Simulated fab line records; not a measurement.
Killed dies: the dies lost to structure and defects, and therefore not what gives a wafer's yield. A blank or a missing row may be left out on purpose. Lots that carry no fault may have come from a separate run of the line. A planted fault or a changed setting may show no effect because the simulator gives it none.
fab line records ; flow sky130
[record] lots = 6; wafers = 18; last_day = 50
route steps=708 shown VT_ADJUST_HVTR@140 VT_ADJUST_PCH@143 PAD_OPEN@708
lots untouched by any fault: they come from a run of this same line in which no faults occurred
start_h: hours from the record's first day to the start of the lot's first wafer shown ; wait_h: hours elapsed since this lot's preceding step ; " same as the row above ; L1.1+2: a row that stands for several wafers ; - no value present, or no start provided ; * or withheld: withheld ; < > ~ a bound
route shown NAME@n: a module of which the file shows steps, and the number in the route of the first ; usual: mean/standard deviation of fault-free wafers ; same: alike in all rows ; chamber/n: place in a boat ; sites: readings site by site ; _std_site: how widely they spread, as a standard deviation ; _edge_site: inner sites' mean taken away from outer sites' mean ; radius_mm: for every site, how far away it sits from the centre of the wafer ; mask NAME#n: copy n ; behind: the last tool/chamber to shape the wafer ; hold: why the lot was held/for how many hours/how that ended ; device: names the non-switching transistor (n, p or np) ; end of line: the tests these same wafers got at the end of their route ; a step with no rows: only its recipe ; killed: dies that structure and defects cost at the first sort, which is not the same as the wafer's yield ; map: shows each die of a wafer: x if killed, . if not, _ if none is there
set.NAME: setting as actually run; set.NAME@STEP: the setting as run at that earlier step ; model.NAME: the simulator's own value behind a step, which no gauge read
lots at selected steps of the route; one table per step, one row per wafer
services: when a tool's chamber went out of use (start_h, in hours from the record's first day, below 0 if earlier), for how many hours, and the reason
[[steps]]
[step SKY_VT_ADJUST_HVTR_IMPLANT_09]
[recipe] species = B; energy_kev = 10.16; dose_cm2 = 2.1e+12; tilt_deg = withheld
[step SKY_VT_ADJUST_HVTR_STRIP_10]
[recipe] chemistry = O2/N2; power_w = 1400; pressure_mtorr = 1500; platen_temp_c = withheld; o2_flow_sccm = 3000; n2_flow_sccm = 300; overash_fraction = 0.5
[usual] drypump_motor_current_A = 5.8/0.54; oes_product_au = 0.715/0.0046; strip_time_to_endpoint_s = 14.18/0.046
lot.wafer;tool;chamber;start_h;wait_h;drypump_motor_current_A;oes_product_au;rf_hours_counter_h;strip_time_to_endpoint_s
L428.1;plasma_asher-02;0;216.85;0.1;6.0;0.713;48;14.13
L428.2;plasma_asher-02;1;216.85;0.1;5.9;0.702;48;14.09
L428.6;plasma_asher-02;1;216.85;0.1;5.8;0.715;-;14.11
L433.2;plasma_asher-01;0;260.48;0.1;6.6;0.719;46;14.27
L433.3;plasma_asher-01;1;260.48;0.1;5.3;0.712;-;14.22
L433.6;plasma_asher-01;1;260.48;0.1;5.3;0.712;-;14.24
L435.4;plasma_asher-01;1;266.53;0.1;5.3;0.714;-;14.15
L435.5;plasma_asher-01;0;266.53;0.1;6.5;0.715;-;14.20
L435.6;plasma_asher-01;1;266.53;0.1;5.3;0.712;-;14.17
L440.1;plasma_asher-03;1;309.13;0.1;5.4;0.717;20;14.29
L440.5;plasma_asher-03;0;309.13;0.1;5.2;0.719;-;14.23
L440.6;plasma_asher-03;1;309.13;0.1;5.4;0.706;-;14.27
L442.1;plasma_asher-02;1;319.35;0.1;5.9;0.715;59;14.13
L442.4;plasma_asher-02;0;319.35;0.1;6.0;0.712;-;14.10
L442.5;plasma_asher-02;1;319.35;0.1;5.8;0.718;-;14.09
L449.2;plasma_asher-01;0;372.35;0.1;6.5;0.719;57;14.23
L449.3;plasma_asher-01;1;372.35;0.1;5.3;0.720;-;14.25
L449.5;plasma_asher-01;0;372.35;0.1;6.6;0.715;-;14.22
[step SKY_VT_ADJUST_HVTR_TW_MEAS_11]
[usual] VT_ADJUST_HVTR_TW = 210.5/1.3
lot.wafer;tool;chamber;start_h;wait_h;VT_ADJUST_HVTR_TW
L428.1;film_metro-01;-;216.95;0.1;209.1
L428.2;film_metro-01;-;216.95;0.1;209.2
L428.6;film_metro-01;-;216.95;0.1;209.3
L433.2;film_metro-03;-;260.59;0.1;211.5
L433.3;film_metro-03;-;260.59;0.1;210.1
L433.6;film_metro-03;-;260.59;0.1;211.6
L435.4;film_metro-04;-;266.63;0.1;211.6
L435.5;film_metro-04;-;266.63;0.1;212.1
L435.6;film_metro-04;-;266.63;0.1;212.8
L440.1;film_metro-04;-;309.23;0.1;209.7
L440.5;film_metro-04;-;309.23;0.1;210.1
L440.6;film_metro-04;-;309.23;0.1;210.3
L442.1;film_metro-04;-;319.45;0.1;210.5
L442.4;film_metro-04;-;319.45;0.1;210.9
L442.5;film_metro-04;-;319.45;0.1;211.3
L449.2;film_metro-03;-;372.46;0.1;210.0
L449.3;film_metro-03;-;372.46;0.1;210.7
L449.5;film_metro-03;-;372.46;0.1;210.9
[step SKY_VT_ADJUST_PCH_DEHYDRATE_00]
[recipe] temp_c = 200; time_s = 60
[step SKY_VT_ADJUST_PCH_HMDS_01]
[recipe] prime_time_s = 60; prime_temp_c = 120
[step SKY_VT_ADJUST_PCH_COAT_02]
[recipe] spin_rpm = 2000; resist_thk_nm = 3000
[step SKY_VT_ADJUST_PCH_SOFTBAKE_03]
[recipe] temp_c = 110; time_s = withheld
[step SKY_VT_ADJUST_PCH_EXPOSE_04]
[recipe] mask_id = NWM; na = 0.6; source_shape = conventional; sigma_outer = 0.6; polarization = unpolarized; target_cd_nm = 840; dose_mj = 255
[step SKY_VT_ADJUST_PCH_PEB_05]
[recipe] temp_c = 115; time_s = withheld
[step SKY_VT_ADJUST_PCH_DEVELOP_06]
[recipe] wall_angle_deg = 90; developer = TMAH; develop_time_s = 60; dev_temp_c = 23
[step SKY_VT_ADJUST_PCH_OVL_MEAS_07]
[usual] VT_ADJUST_PCH_OVL = 0.1/1.4
lot.wafer;tool;chamber;start_h;wait_h;VT_ADJUST_PCH_OVL[nm]
L428.1;overlay-02;-;238.27;-;0.1
L428.2;overlay-02;-;238.27;-;2.7
L428.6;overlay-02;-;238.27;-;1.8
L433.2;overlay-01;-;284.28;-;1.9
L433.3;overlay-01;-;284.28;-;1.9
L433.6;overlay-01;-;284.28;-;1.2
L435.4;overlay-02;-;290.46;-;-0.6
L435.5;overlay-02;-;290.46;-;-1.2
L435.6;overlay-02;-;290.46;-;-2.1
L440.1;overlay-01;-;335.97;-;0.6
L440.5;overlay-01;-;335.97;-;-0.5
L440.6;overlay-01;-;335.97;-;2.2
L442.1;overlay-02;-;346.14;-;-0.4
L442.4;overlay-02;-;346.14;-;0.8
L442.5;overlay-02;-;346.14;-;-0.8
L449.2;overlay-01;-;401.47;-;-0.4
L449.3;overlay-01;-;401.47;-;1.3
L449.5;overlay-01;-;401.47;-;-0.1
[step SKY_VT_ADJUST_PCH_IMPLANT_08]
[recipe] species = B; energy_kev = 10; dose_cm2 = 5e+11; tilt_deg = withheld
[step SKY_VT_ADJUST_PCH_STRIP_09]
[recipe] chemistry = O2/N2; power_w = 1400; pressure_mtorr = 1500; platen_temp_c = withheld; o2_flow_sccm = 3000; n2_flow_sccm = 300; overash_fraction = 0.5
[usual] drypump_motor_current_A = 5.8/0.45; oes_product_au = 0.722/0.0052; strip_time_to_endpoint_s = 36.91/0.11
lot.wafer;tool;chamber;start_h;wait_h;drypump_motor_current_A;oes_product_au;rf_hours_counter_h;strip_time_to_endpoint_s
L428.1;plasma_asher-04;1;238.45;0.1;5.7;0.720;56;36.96
L428.2;plasma_asher-04;0;238.45;0.1;5.4;0.723;56;37.16
L428.6;plasma_asher-04;0;238.45;0.1;5.4;0.723;-;37.02
L433.2;plasma_asher-01;1;284.46;0.1;5.3;0.772;49;33.72
L433.3;plasma_asher-01;0;284.46;0.1;6.5;0.723;-;37.10
L433.6;plasma_asher-01;0;284.46;0.1;6.6;0.720;-;37.02
L435.4;plasma_asher-01;0;290.66;0.1;6.6;0.722;-;37.00
L435.5;plasma_asher-01;0;290.66;0.1;6.5;0.731;-;37.06
L435.6;plasma_asher-01;1;290.66;0.1;5.3;0.784;-;33.67
L440.1;plasma_asher-02;1;336.16;0.1;5.9;0.728;60;36.89
L440.5;plasma_asher-02;1;336.16;0.1;5.8;0.719;-;36.98
L440.6;plasma_asher-02;0;336.16;0.1;6.0;0.721;-;37.05
L442.1;plasma_asher-04;0;346.33;0.1;5.5;0.722;63;36.85
L442.4;plasma_asher-04;0;346.33;0.1;5.4;0.724;-;36.85
L442.5;plasma_asher-04;1;346.33;0.1;5.7;0.714;-;36.81
L449.2;plasma_asher-01;0;401.65;0.1;6.6;0.719;60;36.71
L449.3;plasma_asher-01;0;401.65;0.1;6.5;0.730;-;36.84
L449.5;plasma_asher-01;0;401.65;0.1;6.5;0.723;-;36.80
[step SKY_VT_ADJUST_PCH_TW_MEAS_10]
[usual] VT_ADJUST_PCH_TW = 141.9/0.67
lot.wafer;tool;chamber;start_h;wait_h;VT_ADJUST_PCH_TW
L428.1;film_metro-01;-;238.55;0.1;139.8
L428.2;film_metro-01;-;238.55;0.1;141.0
L428.6;film_metro-01;-;238.55;0.1;140.8
L433.2;film_metro-03;-;284.57;0.1;142.8
L433.3;film_metro-03;-;284.57;0.1;142.5
L433.6;film_metro-03;-;284.57;0.1;143.1
L435.4;film_metro-03;-;290.76;0.1;141.8
L435.5;film_metro-03;-;290.76;0.1;142.1
L435.6;film_metro-03;-;290.76;0.1;142.9
L440.1;film_metro-02;-;336.26;0.1;141.5
L440.5;film_metro-02;-;336.26;0.1;141.3
L440.6;film_metro-02;-;336.26;0.1;142.7
L442.1;film_metro-02;-;346.43;0.1;141.5
L442.4;film_metro-02;-;346.43;0.1;142.8
L442.5;film_metro-02;-;346.43;0.1;141.8
L449.2;film_metro-02;-;401.76;0.1;141.9
L449.3;film_metro-02;-;401.76;0.1;142.1
L449.5;film_metro-02;-;401.76;0.1;142.1
[step SKY_PAD_OPEN_PROBE_99]
[usual] killed_at_M0_to_M3 = 44/7.9; killed_at_M4_up = 3.1/1.9; killed_at_contacts = 24/4.6; killed_at_front_end = 16/4.9; killed_at_other = 0.3/0.6; killed_dies = 87/9.7; killed_open = 48/7.2; killed_short = 39/5.6
[same] gross_dies = 492; killed_at_back_side = 0
lot.wafer;tool;chamber;start_h;wait_h;killed_at_M0_to_M3;killed_at_M4_up;killed_at_contacts;killed_at_front_end;killed_at_other;killed_dies;killed_open;killed_short
L428.1;prober-01;-;1074.76;0.1;60;4;23;14;0;101;64;37
L428.2;prober-01;-;1074.81;0.1;45;2;28;11;0;86;48;38
L428.6;prober-01;-;1075.01;0.2;48;2;23;11;0;84;53;31
L433.2;prober-02;-;1117.49;0.1;34;0;25;17;0;76;40;35
L433.3;prober-02;-;1117.54;0.2;46;4;23;11;0;84;47;37
L433.6;prober-02;-;1117.69;0.2;50;5;22;14;2;93;56;34
L435.4;prober-01;-;1118.90;0.2;37;4;24;13;1;79;50;29
L435.5;prober-01;-;1118.95;0.2;39;2;30;20;2;93;46;46
L435.6;prober-01;-;1119.00;0.2;40;1;16;11;0;68;38;30
L442.1;prober-02;-;1185.79;0.1;49;2;19;11;0;81;45;36
L442.4;prober-02;-;1185.94;0.2;57;5;24;9;0;95;51;44
L442.5;prober-02;-;1185.99;0.2;54;3;29;10;0;96;51;45
L440.1;prober-02;-;1187.38;0.1;37;1;21;20;0;79;34;44
L440.5;prober-02;-;1187.58;0.2;42;4;16;24;0;86;50;36
L440.6;prober-02;-;1187.63;0.2;37;2;26;29;0;94;48;44
L449.2;prober-02;-;1193.88;0.1;41;6;38;11;0;96;51;45
L449.3;prober-02;-;1193.93;0.2;51;8;22;13;0;94;53;39
L449.5;prober-02;-;1194.03;0.2;52;3;20;17;0;92;50;41
// killed by level:class
L428.1 VIA1:geometric_particle:open=16 VIA2:geometric_particle:open=10 CONTACT:geometric_particle:open=9 VIA1:geometric_particle:short=7 METAL2:geometric_particle:short=6 FIELD_ISO:geometric_particle:open=5 VIA2:geometric_particle:short=4 LI_CONTACT:geometric_particle:open=4
L428.2 LI_CONTACT:geometric_particle:open=12 CONTACT:geometric_particle:open=10 VIA1:geometric_particle:open=9 VIA2:geometric_particle:open=9 VIA2:geometric_particle:short=8 FIELD_ISO:geometric_particle:short=5 METAL1:geometric_particle:short=4 METAL2:geometric_particle:short=4
L428.6 LI_CONTACT:geometric_particle:open=11 VIA2:geometric_particle:open=10 CONTACT:geometric_particle:open=7 METAL1:geometric_particle:short=7 VIA1:geometric_particle:open=7 METAL1:geometric_particle:open=5 VIA1:geometric_particle:short=5 FIELD_ISO:geometric_particle:open=3
L433.2 CONTACT:geometric_particle:open=7 CONTACT:geometric_particle:short=7 VIA1:geometric_particle:open=7 VIA2:geometric_particle:open=6 METAL1:geometric_particle:short=6 LI_CONTACT:geometric_particle:open=4 LOCAL_INTERCONNECT:geometric_particle:short=4 VIA3:geometric_particle:open=3
L433.3 CONTACT:geometric_particle:open=11 VIA3:geometric_particle:open=7 VIA1:geometric_particle:open=7 VIA2:geometric_particle:open=6 POLY_GATE:geometric_particle:open=5 METAL1:geometric_particle:short=5 METAL2:geometric_particle:short=5 LI_CONTACT:geometric_particle:open=4
L433.6 LI_CONTACT:geometric_particle:open=10 VIA1:geometric_particle:open=10 VIA2:geometric_particle:open=9 VIA3:geometric_particle:open=8 METAL2:geometric_particle:short=7 FIELD_ISO:geometric_particle:open=4 CONTACT:geometric_particle:open=4 CONTACT:geometric_particle:short=4
L435.4 VIA1:geometric_particle:open=13 LI_CONTACT:geometric_particle:open=9 VIA2:geometric_particle:open=8 CONTACT:geometric_particle:open=6 CONTACT:geometric_particle:short=4 VIA3:geometric_particle:open=4 FIELD_ISO:geometric_particle:short=3 FIELD_ISO:geometric_particle:open=3
L435.5 CONTACT:geometric_particle:open=11 VIA1:geometric_particle:open=9 VIA2:geometric_particle:open=7 FIELD_ISO:geometric_particle:short=6 POLY_GATE:geometric_particle:short=5 LI_CONTACT:geometric_particle:open=5 LOCAL_INTERCONNECT:geometric_particle:short=5 CONTACT:geometric_particle:short=5
L435.6 VIA1:geometric_particle:open=14 CONTACT:geometric_particle:open=7 METAL2:geometric_particle:short=6 VIA2:geometric_particle:open=5 FIELD_ISO:geometric_particle:short=4 METAL1:geometric_particle:short=4 FIELD_ISO:geometric_particle:open=3 METAL3:geometric_particle:short=3
L442.1 VIA1:geometric_particle:open=10 VIA3:geometric_particle:open=7 VIA2:geometric_particle:open=7 METAL2:geometric_particle:short=7 POLY_GATE:geometric_particle:short=5 LI_CONTACT:geometric_particle:open=5 CONTACT:geometric_particle:open=5 VIA2:geometric_particle:short=5
L442.4 VIA1:geometric_particle:short=11 METAL2:geometric_particle:short=9 CONTACT:geometric_particle:open=8 VIA2:geometric_particle:open=8 VIA3:geometric_particle:open=7 VIA1:geometric_particle:open=6 LI_CONTACT:geometric_particle:open=5 METAL1:geometric_particle:open=5
L442.5 VIA1:geometric_particle:open=10 LI_CONTACT:geometric_particle:open=9 LOCAL_INTERCONNECT:geometric_particle:short=8 VIA2:geometric_particle:open=8 VIA3:geometric_particle:open=8 CONTACT:geometric_particle:open=7 METAL1:geometric_particle:short=7 VIA1:geometric_particle:short=7
L440.1 CONTACT:geometric_particle:open=11 FIELD_ISO:geometric_particle:short=7 VIA1:geometric_particle:open=7 VIA1:geometric_particle:short=5 METAL2:geometric_particle:short=5 POLY_GATE:geometric_particle:short=4 LOCAL_INTERCONNECT:geometric_particle:short=4 VIA2:geometric_particle:short=4
L440.5 VIA1:geometric_particle:open=10 FIELD_ISO:geometric_particle:open=7 METAL2:geometric_particle:short=7 LI_CONTACT:geometric_particle:open=6 POLY_GATE:geometric_particle:open=4 CONTACT:geometric_particle:open=4 METAL1:geometric_particle:short=4 VIA1:geometric_particle:short=4
L440.6 CONTACT:geometric_particle:open=8 FIELD_ISO:geometric_particle:open=7 LI_CONTACT:geometric_particle:open=7 FIELD_ISO:geometric_particle:short=6 POLY_GATE:geometric_particle:short=6 VIA1:geometric_particle:open=6 VIA3:geometric_particle:open=5 VIA2:geometric_particle:open=5
L449.2 CONTACT:geometric_particle:open=12 VIA1:geometric_particle:open=10 LI_CONTACT:geometric_particle:open=8 CONTACT:geometric_particle:short=7 LOCAL_INTERCONNECT:geometric_particle:short=5 METAL3:geometric_particle:short=5 VIA2:geometric_particle:open=5 VIA3:geometric_particle:open=5
L449.3 VIA1:geometric_particle:open=12 CONTACT:geometric_particle:open=8 POLY_GATE:geometric_particle:open=6 VIA2:geometric_particle:open=6 VIA1:geometric_particle:short=5 METAL4:geometric_particle:short=5 METAL3:geometric_particle:short=5 LOCAL_INTERCONNECT:geometric_particle:short=5
L449.5 VIA1:geometric_particle:open=10 METAL2:geometric_particle:short=8 VIA2:geometric_particle:open=7 VIA1:geometric_particle:short=6 POLY_GATE:geometric_particle:short=5 LI_CONTACT:geometric_particle:open=5 LOCAL_INTERCONNECT:geometric_particle:short=5 CONTACT:geometric_particle:open=5
[[services]]
tool;chamber;start_h;hours;kind
plasma_asher-01;-;193.30;14.6;pm
plasma_asher-03;-;219.19;2.9;repair
plasma_asher-01;-;250.29;1.3;repair
plasma_asher-04;-;259.11;28.1;pm
plasma_asher-02;-;316.56;2.4;repair
plasma_asher-04;-;378.52;4.3;pm
plasma_asher-02;-;397.00;0.6;repair
[[key]]
[first_sign] step = SKY_VT_ADJUST_PCH_STRIP_09; reading = strip_time_to_endpoint_s; direction = down; sigmas = 30; usual = *; struck = *
[effect] step = SKY_VT_ADJUST_PCH_STRIP_09; reading = oes_product_au; direction = up; sigmas = 11; usual = 0.722; struck = 0.778
met_at SKY_VT_ADJUST_PCH_STRIP_09
struck_wafers L433.2,L435.6
tester_left_out L433,L435
[fault] kind = process_parameter_drift; tool = plasma_asher-01; chamber = 1; onset_h = 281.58; steps = SKY_VT_ADJUST_PCH_STRIP_09; channel = power_w; offset = *; shape = step; end_h = 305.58; acts_in = *; stated = *
// tester_left_out: of these lots the tester's yield and bins aren't shown, on N5 and GAA mostly nor the transistor test; their killed dies are dies lost to structure and defects alone, not to doping, threshold or leakage, so they don't give the yield
